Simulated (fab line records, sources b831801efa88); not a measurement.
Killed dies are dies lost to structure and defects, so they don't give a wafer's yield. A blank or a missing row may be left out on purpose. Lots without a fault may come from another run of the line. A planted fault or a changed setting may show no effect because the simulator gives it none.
fab line records | flow sky130 | part 1 of 2: steps 1 to 22 of 33
record lots=5 wafers=15 last_day=50
route steps=708 shown METAL1@452 VIA1@458 METAL2@483
lots that met no fault: from a run of the same line without faults
start_h: hours from the record's first day to the start of the lot's first wafer shown | wait_h: hours since the lot's step before | " the same as in the row above | L1.1+2: a row that stands for several wafers | - no value, or no start given | * or withheld: withheld | < > ~ a bound
route shown NAME@n: a module of which the file shows steps, and the number in the route of the first | usual: mean/standard deviation of fault-free wafers | same: alike in all rows | chamber/n: place in a boat | sites: the reading at each site | _std_site: their standard deviation | _edge_site: outer sites' mean less inner sites' | radius_mm: how far each site lies from the wafer's centre | mask NAME#n: copy n | behind: the tool/chamber that last shaped the wafer | hold: why the lot was held/for how many hours/how that ended | device: the transistor (n, p or np) that didn't switch | end of line: the same wafers' tests at the end of the route | a step without rows: its recipe alone | killed: dies lost to structure and defects at the first sort, not the wafer's yield | map: a wafer's dies, x killed, . not, _ none there
set.NAME: the setting as run; set.NAME@STEP: as run at that earlier step | model.NAME: the simulator's own value behind a step, which no gauge read
lots at some steps of the route; a table a step, a row a wafer
services: from which hour (start_h, from the record's first day; less than 0 if before it) a tool's chamber was out of use, for how many hours, and why
## steps
# step SKY_METAL1_ETCH_18
# recipe chemistry=N2/H2 target=BARC ion_energy_ev=200 bias_w=100 pressure_mtorr=30 n2_flow_sccm=100 h2_flow_sccm=200 icp_w=500 stop_on=SiO2 time_s=45.9 target_depth_a=600
# usual drypump_motor_current_A=5.5/0.38 oes_product_au=0.855/0.0049 throttle_valve_pct=13.225/0.0082
# columns lot.wafer tool chamber start_h wait_h drypump_motor_current_A oes_product_au rf_hours_counter_h throttle_valve_pct
L075.2 rie_metal-03 0 795.83 0.0 5.2 0.854 4 13.218
L075.4 " 0 " " 5.1 0.852 - 13.226
L075.6 " 1 " " 5.2 0.856 - 13.219
L077.1 rie_metal-01 0 808.78 0.0 5.9 0.847 14 13.217
L077.2 " 1 " " 5.3 0.850 10 13.221
L077.6 " 1 " " 5.3 0.856 - 13.217
L088.2 rie_metal-03 1 894.22 0.0 5.1 0.857 0 13.232
L088.3 " 1 " " 5.2 0.845 - 13.214
L088.5 " 0 " " 5.1 0.855 - 13.238
L089.1 rie_metal-01 0 895.34 0.0 5.9 0.852 1 13.223
L089.5 " 0 " " 5.9 0.848 - 13.224
L089.6 " 1 " " 5.4 0.856 - 13.225
L094.2 rie_metal-03 0 929.27 0.0 5.1 0.852 10 13.227
L094.4 " 0 " " 5.1 0.863 - 13.248
L094.6 " 1 " " 5.1 0.851 - 13.224
# step SKY_METAL1_METAL_ETCH_19
# recipe target_depth_a=3600 stop_on=SiO2 over_etch_frac=0.3 time_s=78 chemistry=Cl2/BCl3 resist_sidewall_deg=88 pressure_mtorr=10 icp_w=900 bias_w=48.5 Cl2_flow_sccm=60 bcl3_flow_sccm=30
# usual drypump_motor_current_A=5.5/0.37 oes_product_au=0.855/0.0051 throttle_valve_pct=22.264/0.0087
# columns lot.wafer tool chamber start_h wait_h drypump_motor_current_A oes_product_au rf_hours_counter_h throttle_valve_pct
L075.2 rie_metal-03 0 795.90 0.0 5.1 0.863 4 22.248
L075.4 " 0 " " 5.1 0.862 - 22.268
L075.6 " 1 " " 5.2 0.858 - 22.271
L077.1 rie_metal-01 0 808.85 0.0 5.9 0.855 14 22.272
L077.2 " 1 " " 5.4 0.849 10 22.260
L077.6 " 1 " " 5.4 0.852 - 22.266
L088.2 rie_metal-03 1 894.28 0.0 5.2 0.855 0 22.274
L088.3 " 1 " " 5.1 0.858 - 22.258
L088.5 " 0 " " 5.2 0.856 - 22.259
L089.1 rie_metal-01 0 895.40 0.0 5.9 0.852 2 22.252
L089.5 " 0 " " 5.9 0.853 - 22.269
L089.6 " 1 " " 5.4 0.854 - 22.270
L094.2 rie_metal-03 0 929.33 0.0 5.2 0.861 10 22.258
L094.4 " 0 " " 5.1 0.859 - 22.272
L094.6 " 1 " " 5.2 0.861 - 22.262
# step SKY_METAL1_STRIP_20
# recipe chemistry=O2/N2 power_w=1400 pressure_mtorr=1500 platen_temp_c=withheld o2_flow_sccm=3000 n2_flow_sccm=300 overash_fraction=0.5
# usual drypump_motor_current_A=5.9/0.3 oes_product_au=0.342/0.0051 strip_time_to_endpoint_s=2.68/0.047
# columns lot.wafer tool chamber start_h wait_h drypump_motor_current_A oes_product_au rf_hours_counter_h strip_time_to_endpoint_s
L075.2 plasma_asher-02 1 795.99 0.1 6.3 0.334 61 2.61
L075.4 " 1 " " 6.3 0.341 - 2.61
L075.6 " 0 " " 5.7 0.345 - 2.70
L077.1 plasma_asher-02 1 808.94 0.1 6.3 0.342 62 2.61
L077.2 " 0 " " 5.7 0.345 62 2.74
L077.6 " 1 " " 6.4 0.347 - 2.72
L088.2 plasma_asher-02 0 894.37 0.1 5.7 0.339 71 2.64
L088.3 " 0 " " 5.7 0.347 - 2.66
L088.5 " 1 " " 6.3 0.337 - 2.60
L089.1 plasma_asher-02 1 895.49 0.1 6.3 0.345 71 2.68
L089.5 " 1 " " 6.3 0.338 - 2.66
L089.6 " 0 " " 5.7 0.345 - 2.70
L094.2 plasma_asher-04 1 929.42 0.1 5.7 0.327 49 2.57
L094.4 " 1 " " 5.7 0.351 - 2.57
L094.6 " 0 " " 6.2 0.350 - 2.62
# step SKY_METAL1_STRIP_21
# recipe chemistry=post_etch_residue_remover time_s=1200 temp_c=72.5
# usual bath_guard_temp_C=72.2/0.6
# columns lot.wafer tool chamber start_h wait_h bath_guard_temp_C
L075.2 wet_bench-01 1 796.09 0.1 72.8
L075.4 " 1 " " 73.2
L075.6 " 1 " " 72.9
L077.1 wet_bench-04 2 809.04 0.1 72.1
L077.2 " 2 " " 72.1
L077.6 " 2 " " 72.2
L088.2 wet_bench-04 2 894.47 0.1 72.3
L088.3 " 2 " " 72.3
L088.5 " 2 " " 72.8
L089.1 wet_bench-03 0 895.59 0.1 71.8
L089.5 " 0 " " 72.1
L089.6 " 0 " " 72.0
L094.2 wet_bench-01 2 929.52 0.1 71.5
L094.4 " 2 " " 71.6
L094.6 " 2 " " 71.4
# step SKY_METAL1_CLEAN_22
# recipe chemistry=IPA time_s=180 temp_c=25
# columns lot.wafer tool chamber start_h wait_h
L075.2+4+6 wet_bench-04 0 796.43 0.0
L077.1+2+6 wet_bench-01 0 809.44 0.0
L088.2+3+5 wet_bench-01 3 894.81 0.0
L089.1+5+6 wet_bench-04 0 895.94 0.0
L094.2+4+6 wet_bench-04 1 929.89 0.0
# step SKY_METAL1_CLEAN_23
# recipe chemistry=O3/DIW dry=n2_spin
# columns lot.wafer tool chamber start_h wait_h
L075.2+4+6 wet_bench-03 2 796.49 0.0
L077.1+2+6 wet_bench-03 1 809.50 0.0
L088.2+3+5 wet_bench-04 2 894.87 0.0
L089.1+5+6 wet_bench-03 2 895.99 0.0
L094.2+4+6 wet_bench-03 2 929.95 0.0
# step SKY_VIA1_HDPCVD_00
# recipe material=SiO2 target_thk_nm=1030 sigma_open_frac=0.3 time_s=171.7 temp_c=400 sih4_flow_sccm=61.11 pressure_mtorr=6
# columns lot.wafer tool chamber start_h wait_h
L075.2+4+6 hdpcvd-02 2,1,2 796.58 0.0
L077.1+2+6 hdpcvd-01 0,2,1 809.60 0.0
L088.2+3+5 hdpcvd-02 1,2,2 894.96 0.0
L089.1+5+6 hdpcvd-01 2,1,0 896.09 0.0
L094.2+4+6 hdpcvd-02 0,0,1 930.14 0.0
# step SKY_VIA1_THK_MEAS_01
# recipe reads=SiO2_of_VIA1_HDPCVD_00
# usual VIA1_HDPCVD_THK=1047/10
# columns lot.wafer tool chamber start_h wait_h VIA1_HDPCVD_THK[nm]
L075.2 film_metro-03 - 796.71 0.1 1041
L075.4 " - " " 1033
L075.6 " - " " 1033
L077.1 film_metro-03 - 809.71 0.1 1044
L077.2 " - " " 1044
L077.6 " - " " 1039
L088.2 film_metro-04 - 895.09 0.1 1033
L088.3 " - " " 1047
L088.5 " - " " 1050
L089.1 film_metro-03 - 896.20 0.1 1056
L089.5 " - " " 1047
L089.6 " - " " 1055
L094.2 film_metro-04 - 930.26 0.1 1038
L094.4 " - " " 1045
L094.6 " - " " 1031
# step SKY_VIA1_CMP_02
# recipe material=SiO2 down_force_psi=4 platen_rpm=60 pad_velocity_m_s=0.94248
# usual motor_current_A=12.6/1.4
# columns lot.wafer tool chamber start_h wait_h motor_current_A
L075.4 cmp-02 3 796.76 0.0 10.8
L075.2 " 1 " " 13.4
L075.6 " 3 " " 10.8
L077.1 cmp-02 1 809.77 0.1 13.7
L077.2 " 0 " " 11.9
L077.6 " 1 " " 13.9
L088.2 cmp-02 3 895.19 0.1 11.3
L088.3 " 0 " " 13.3
L088.5 " 2 " " 11.9
L089.1 cmp-01 2 896.31 0.1 11.1
L089.5 " 1 " " 14.9
L089.6 " 2 " " 10.5
L094.2 cmp-01 1 931.00 0.7 14.8
L094.4 " 2 " " 11.1
L094.6 " 2 " " 11.4
# step SKY_VIA1_BOW_MEAS_03
# recipe mode=bow
# usual VIA1_BOW=81/7.2
# columns lot.wafer tool chamber start_h wait_h VIA1_BOW[um]
L075.2 film_metro-04 - 797.08 0.2 82
L075.4 " - " " 77
L075.6 " - " " 76
L077.1 film_metro-04 - 810.07 0.2 96
L077.2 " - " " 81
L077.6 " - " " 73
L088.2 film_metro-03 - 895.46 0.2 89
L088.3 " - " " 81
L088.5 " - " " 80
L089.1 film_metro-03 - 896.56 0.2 94
L089.5 " - " " 91
L089.6 " - " " 90
L094.2 film_metro-02 - 931.32 0.3 80
L094.4 " - " " 72
L094.6 " - " " 79
# step SKY_VIA1_DEHYDRATE_04
# recipe temp_c=200 time_s=60
# usual exhaust_pa=45.1/0.88 resist_line_temp_C=23.02/0.11
# columns lot.wafer tool chamber start_h wait_h exhaust_pa resist_line_temp_C
L075.2 litho_track-03 0 810.32 13.2 44.6 23.03
L075.4 " 0 " " 44.8 23.03
L075.6 " 0 " " 44.5 22.96
L077.1 litho_track-04 0 822.90 12.8 45.2 23.00
L077.2 " 0 " " 46.0 22.91
L077.6 " 0 " " 45.7 23.01
L088.2 litho_track-04 0 907.13 11.7 46.3 23.12
L088.3 " 0 " " 45.6 23.06
L088.5 " 0 " " 46.2 23.03
L089.1 litho_track-02 0 908.53 12.0 45.4 22.81
L089.5 " 0 " " 44.6 23.04
L089.6 " 0 " " 43.4 22.81
L094.2 litho_track-03 0 943.52 12.2 46.1 23.06
L094.4 " 0 " " 45.8 23.12
L094.6 " 0 " " 45.1 22.87
# step SKY_VIA1_HMDS_05
# recipe prime_time_s=60 prime_temp_c=120
# usual exhaust_pa=45.2/0.94 resist_line_temp_C=23.00/0.11
# columns lot.wafer tool chamber start_h wait_h exhaust_pa resist_line_temp_C
L075.2 litho_track-03 0 810.47 0.1 47.9 22.92
L075.4 " 0 " " 47.2 22.85
L075.6 " 0 " " 47.7 23.00
L077.1 litho_track-04 0 823.05 0.1 42.7 22.99
L077.2 " 0 " " 43.9 23.04
L077.6 " 0 " " 43.3 23.04
L088.2 litho_track-04 0 907.28 0.1 45.2 22.95
L088.3 " 0 " " 44.5 23.12
L088.5 " 0 " " 44.6 22.91
L089.1 litho_track-02 0 908.68 0.1 44.7 23.03
L089.5 " 0 " " 46.4 22.99
L089.6 " 0 " " 44.8 22.86
L094.2 litho_track-03 0 943.67 0.1 44.5 22.92
L094.4 " 0 " " 44.9 23.11
L094.6 " 0 " " 44.7 23.08
# step SKY_VIA1_COAT_06
# recipe resist=BARC temp_c=withheld time_s=withheld spin_rpm=3000 resist_thk_nm=60
# usual exhaust_pa=44.6/0.95 resist_line_temp_C=*
# columns lot.wafer tool chamber start_h wait_h exhaust_pa resist_line_temp_C
L075.2 litho_track-03 0 810.62 0.1 43.8 *
L075.4 " 0 " " 44.6 *
L075.6 " 0 " " 45.3 *
L077.1 litho_track-04 0 823.20 0.1 42.9 *
L077.2 " 0 " " 44.8 *
L077.6 " 0 " " 43.2 *
L088.2 litho_track-04 0 907.43 0.1 46.0 *
L088.3 " 0 " " 46.2 *
L088.5 " 0 " " 45.8 *
L089.1 litho_track-02 0 908.83 0.1 45.3 *
L089.5 " 0 " " 45.3 *
L089.6 " 0 " " 44.4 *
L094.2 litho_track-03 0 943.82 0.1 45.7 *
L094.4 " 0 " " 43.7 *
L094.6 " 0 " " 44.5 *
# step SKY_VIA1_COAT_07
# recipe resist=KrF-thick spin_rpm=3000 resist_thk_nm=450
# usual exhaust_pa=45.0/0.89 resist_line_temp_C=23.01/0.099
# columns lot.wafer tool chamber start_h wait_h exhaust_pa resist_line_temp_C
L075.2 litho_track-03 0 - - 44.3 22.93
L075.4 " 0 " " 44.5 23.00
L075.6 " 0 " " 46.0 23.07
L077.1 litho_track-04 0 - - 44.7 22.97
L077.2 " 0 " " 43.9 23.01
L077.6 " 0 " " 43.8 23.16
L088.2 litho_track-04 0 - - 46.0 23.09
L088.3 " 0 " " 44.7 22.92
L088.5 " 0 " " 45.4 23.01
L089.1 litho_track-02 0 - - 43.9 23.10
L089.5 " 0 " " 44.9 22.93
L089.6 " 0 " " 45.7 22.98
L094.2 litho_track-03 0 - - 46.6 22.85
L094.4 " 0 " " 44.9 23.11
L094.6 " 0 " " 46.7 22.90
# step SKY_VIA1_SOFTBAKE_08
# recipe temp_c=100 time_s=90 resist=KrF-thick
# usual exhaust_pa=44.9/0.75 resist_line_temp_C=23.00/0.11
# columns lot.wafer tool chamber start_h wait_h exhaust_pa resist_line_temp_C
L075.2 litho_track-03 0 - - 44.8 23.01
L075.4 " 0 " " 46.2 22.96
L075.6 " 0 " " 44.0 22.91
L077.1 litho_track-04 0 - - 44.3 22.95
L077.2 " 0 " " 44.4 22.89
L077.6 " 0 " " 44.3 22.77
L088.2 litho_track-04 0 - - 44.9 23.12
L088.3 " 0 " " 45.3 23.02
L088.5 " 0 " " 45.4 23.02
L089.1 litho_track-02 0 - - 44.5 23.19
L089.5 " 0 " " 44.6 23.12
L089.6 " 0 " " 44.9 23.26
L094.2 litho_track-03 0 - - 44.2 22.88
L094.4 " 0 " " 43.7 23.03
L094.6 " 0 " " 44.0 23.00
# step SKY_VIA1_EXPOSE_09
# recipe mask_id=VIM na=0.8 source_shape=annular sigma_inner=0.55 sigma_outer=0.85 target_cd_nm=150 dose_mj=38
# usual exposure_dose_mJ_cm2=38.01/0.039
# same sigma_outer=0.85
# columns lot.wafer tool chamber start_h wait_h mask exposure_dose_mJ_cm2
L075.2 krf_scanner-01 0 - - VIM#0 37.97
L075.4 " 0 " " VIM#0 38.00
L075.6 " 0 " " VIM#0 37.94
L077.1 krf_scanner-01 0 - - VIM#0 37.98
L077.2 " 0 " " VIM#0 37.96
L077.6 " 0 " " VIM#0 37.94
L088.2 krf_scanner-02 0 - - VIM#0 38.02
L088.3 " 0 " " VIM#0 38.07
L088.5 " 0 " " VIM#0 38.05
L089.1 krf_scanner-02 0 - - VIM#0 37.99
L089.5 " 0 " " VIM#0 37.97
L089.6 " 0 " " VIM#0 37.99
L094.2 krf_scanner-01 0 - - VIM#0 37.99
L094.4 " 0 " " VIM#0 38.02
L094.6 " 0 " " VIM#0 38.07
# step SKY_VIA1_PEB_10
# recipe peb_temp_c=withheld peb_time_s=withheld resist=KrF-thick
# usual exhaust_pa=45.1/0.81 resist_line_temp_C=*
# columns lot.wafer tool chamber start_h wait_h exhaust_pa resist_line_temp_C
L075.2 litho_track-02 0 - - 46.4 *
L075.4 " 0 " " 44.6 *
L075.6 " 0 " " 45.5 *
L077.1 litho_track-04 0 - - 43.7 *
L077.2 " 0 " " 43.8 *
L077.6 " 0 " " 45.1 *
L088.2 litho_track-02 0 - - 45.2 *
L088.3 " 0 " " 46.4 *
L088.5 " 0 " " 46.1 *
L089.1 litho_track-03 0 - - 45.0 *
L089.5 " 0 " " 45.9 *
L089.6 " 0 " " 46.3 *
L094.2 litho_track-02 0 - - 44.6 *
L094.4 " 0 " " 44.7 *
L094.6 " 0 " " 43.2 *
# step SKY_VIA1_DEVELOP_11
# recipe develop_time_s=60 resist=KrF-thick dev_temp_c=21
# usual developer_temp_C=21.00/0.1 exhaust_pa=45.0/0.92 resist_line_temp_C=22.99/0.096
# columns lot.wafer tool chamber start_h wait_h developer_temp_C exhaust_pa resist_line_temp_C
L075.2 litho_track-02 0 - - 21.06 44.6 22.91
L075.4 " 0 " " 21.13 44.7 22.76
L075.6 " 0 " " 21.00 45.6 22.74
L077.1 litho_track-04 0 - - 21.00 44.7 23.00
L077.2 " 0 " " 21.14 44.4 22.93
L077.6 " 0 " " 21.09 44.6 23.03
L088.2 litho_track-02 0 - - 21.12 44.9 23.03
L088.3 " 0 " " 21.15 45.7 23.08
L088.5 " 0 " " 21.10 45.7 22.88
L089.1 litho_track-03 0 - - 20.97 43.9 23.12
L089.5 " 0 " " 21.19 45.2 22.94
L089.6 " 0 " " 21.01 45.4 22.95
L094.2 litho_track-02 0 - - 21.03 44.6 23.01
L094.4 " 0 " " 20.92 45.1 23.07
L094.6 " 0 " " 20.94 44.5 22.91
# step SKY_VIA1_CD_MEAS_12
# recipe target_cd_nm=150
# usual cd_nm=149.9/1.7
# columns lot.wafer tool chamber start_h wait_h cd_nm
L075.2 cd_sem-02 - 824.40 - 151.4
L075.4 " - " " 152.4
L075.6 " - " " 151.3
L077.1 cd_sem-01 - 837.30 - 152.2
L077.2 " - " " 152.4
L077.6 " - " " 152.7
L088.2 cd_sem-01 - 921.10 - 150.6
L088.3 " - " " 150.5
L088.5 " - " " 151.3
L089.1 cd_sem-01 - 922.60 - 152.8
L089.5 " - " " 151.2
L089.6 " - " " 151.4
L094.2 cd_sem-01 - 956.45 - 150.4
L094.4 " - " " 150.3
L094.6 " - " " 150.7
# step SKY_VIA1_OVL_MEAS_13
# usual VIA1_OVL=-1/5.9
# columns lot.wafer tool chamber start_h wait_h VIA1_OVL[nm]
L075.2 overlay-02 - 824.51 0.1 1
L075.4 " - " " -2
L075.6 " - " " 1
L077.1 overlay-02 - 837.42 0.1 3
L077.2 " - " " 6
L077.6 " - " " 4
L088.2 overlay-02 - 921.21 0.1 -6
L088.3 " - " " -13
L088.5 " - " " -8
L089.1 overlay-01 - 922.72 0.1 -9
L089.5 " - " " -9
L089.6 " - " " -12
L094.2 overlay-01 - 956.56 0.1 -1
L094.4 " - " " 6
L094.6 " - " " 1
# step SKY_VIA1_ETCH_14
# recipe chemistry=N2/H2 target=BARC ion_energy_ev=200 source_w=500 bias_w=100 pressure_mtorr=30 n2_flow_sccm=100 h2_flow_sccm=200 stop_on=SiO2 time_s=45.9 target_depth_a=600
# usual drypump_motor_current_A=5.9/0.48 oes_product_au=0.854/0.0044 throttle_valve_pct=13.224/0.0096
# columns lot.wafer tool chamber start_h wait_h drypump_motor_current_A oes_product_au rf_hours_counter_h throttle_valve_pct
L075.2 rie_diel-02 3 824.54 0.0 5.6 0.852 7 13.223
L075.4 " 1 " " 6.6 0.854 1 13.225
L075.6 " 3 " " 5.6 0.854 - 13.221
L077.1 rie_diel-03 3 837.46 0.0 6.4 0.851 6 13.235
L077.2 " 2 " " 5.2 0.859 5 13.234
L077.6 " 0 " " 5.7 0.855 - 13.219
L088.2 rie_diel-02 2 921.24 0.0 6.7 0.850 8 13.217
L088.3 " 0 " " 5.7 0.858 19 13.214
L088.5 " 0 " " 5.7 0.853 - 13.232
L089.1 rie_diel-02 0 922.75 0.0 5.7 0.852 19 13.228
L089.5 " 3 " " 5.6 0.855 - 13.221
L089.6 " 2 " " 6.7 0.849 - 13.240
L094.2 rie_diel-01 2 956.59 0.0 5.3 0.854 4 13.223
L094.4 " 0 " " 6.1 0.850 7 13.234
L094.6 " 2 " " 5.3 0.857 - 13.217
# step SKY_VIA1_ETCH_15
# recipe target=SiO2 chemistry=C4F8/O2/Ar target_depth_nm=351 stop_on=TiN mask_material=KrF-thick source_w=1500 bias_w=1200 pressure_mtorr=40 c4f8_flow_sccm=withheld O2_flow_sccm=6 Ar_flow_sccm=300 time_s=54
# usual oes_product_au=0.980/0.0064
# columns lot.wafer tool chamber start_h wait_h oes_product_au rf_hours_counter_h
L075.2 rie_diel-02 3 824.58 0.0 0.967 7
L075.4 " 1 " " 0.981 1
L075.6 " 3 " " 0.978 -
L077.1 rie_diel-03 3 837.50 0.0 0.968 6
L077.2 " 2 " " 0.979 5
L077.6 " 0 " " 0.983 -
L088.2 rie_diel-02 2 921.28 0.0 0.969 8
L088.3 " 0 " " 0.975 19
L088.5 " 0 " " 0.981 -
L089.1 rie_diel-02 0 922.80 0.0 0.982 19
L089.5 " 3 " " 0.973 -
L089.6 " 2 " " 0.981 -
L094.2 rie_diel-01 2 956.63 0.0 0.967 4
L094.4 " 0 " " 0.981 7
L094.6 " 2 " " 0.974 -
